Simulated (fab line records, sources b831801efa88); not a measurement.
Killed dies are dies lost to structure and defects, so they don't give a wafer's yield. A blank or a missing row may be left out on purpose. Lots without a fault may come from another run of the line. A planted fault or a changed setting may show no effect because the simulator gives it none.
One fault seen from 2 desks | flow gf180mcu | each desk has only its own numbers; what lay behind them comes last

THE TOOL OWNER'S DESK: lpcvd-01
The tool's own readings at GF_POLY_GATE_CVD_00 (deposits poly-Si, target thk 200 nm, time 1200 s): means of the sampled wafers that have a number, for each lot that ran on this tool. A lot is out of limits, marked OUT, if its mean lies more than 4 standard deviations from the usual mean; the brackets give that distance.
Columns: A = pressure_mtorr at GF_POLY_GATE_CVD_00, usual 200.1 mTorr; B = zone_power_bottom_pct at GF_POLY_GATE_CVD_00, usual 13.4 %
lot  | first seen here | A                       | B
L626 | day 8 08:16     | 200.3                   | 14.5
L633 | day 10 15:24    | 100.2 (-99 or more) OUT | 10.9
L646 | day 14 05:11    | 199.9                   | 14.2
L647 | day 14 16:10    | 200.3                   | 10.8
L648 | day 15 04:35    | 200.5                   | 10.8
L649 | day 15 04:35    | 199.6                   | 10.9
This desk's finding: out of limits on L633; first on L633, day 10 15:24 (pressure_mtorr at GF_POLY_GATE_CVD_00). In limits: L626, L646, L647, L648, L649.

THE METROLOGY DESK
What the gauges read, lot by lot, whatever tool the lot ran on: means of the sampled wafers that have a number. A lot is out of limits, marked OUT, if its mean lies more than 4 standard deviations from the usual mean; the brackets give that distance.
Columns: A = VT_IMPLANT_4_TW at GF_VT_IMPLANT_TW_MEAS_43, usual 694; B = POLY_GATE_CVD_00_THK at GF_POLY_GATE_THK_MEAS_01, usual 199.7 nm; C = cd_nm at GF_NSD_CD_MEAS_07, usual 399.8 nm
lot  | first seen here | A   | B               | C
L626 | day 7 12:16     | 678 | 199.6           | 397.6
L627 | day 7 19:56     | 694 | 199.4           | 398.1
L633 | day 9 15:46     | 699 | 137.5 (-37) OUT | 399.9
L635 | day 10 04:05    | 697 | 199.3           | 399.6
L639 | day 11 06:20    | 702 | 201.1           | 399.8
L640 | day 11 12:51    | 703 | 201.1           | 404.6
L641 | day 11 20:20    | 680 | 202.3           | 401.5
L644 | day 12 12:05    | 696 | 200.3           | 403.1
L646 | day 13 03:17    | 695 | 198.5           | 401.9
L647 | day 13 15:28    | 692 | 199.1           | 398.2
L648 | day 13 22:52    | 676 | 198.2           | 400.6
L649 | day 14 01:28    | 704 | 197.1           | 402.3
This desk's finding: out of limits on L633; first on L633, day 10 16:46 (POLY_GATE_CVD_00_THK at GF_POLY_GATE_THK_MEAS_01). In limits: L626, L627, L635, L639, L640, L641, L644, L646, L647, L648, L649.

PUT TOGETHER
The tool owner's desk could have raised an alarm at day 10 15:24, on L633.
The metrology desk could have raised an alarm at day 10 16:46, on L633.
Of the lots named, all ran GF_POLY_GATE_CVD_00 on lpcvd-01.

WHAT THE SIMULATOR HAD PUT IN
Process parameter drift: lpcvd-01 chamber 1, from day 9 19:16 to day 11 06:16, at GF_POLY_GATE_CVD_00. Setting pressure_mtorr, moved by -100, from 200. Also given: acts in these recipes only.
Lots struck among those shown: L633.
Hours from the fault's start to each desk's first reading out of limits: the tool owner's desk, 20; the metrology desk, 22.
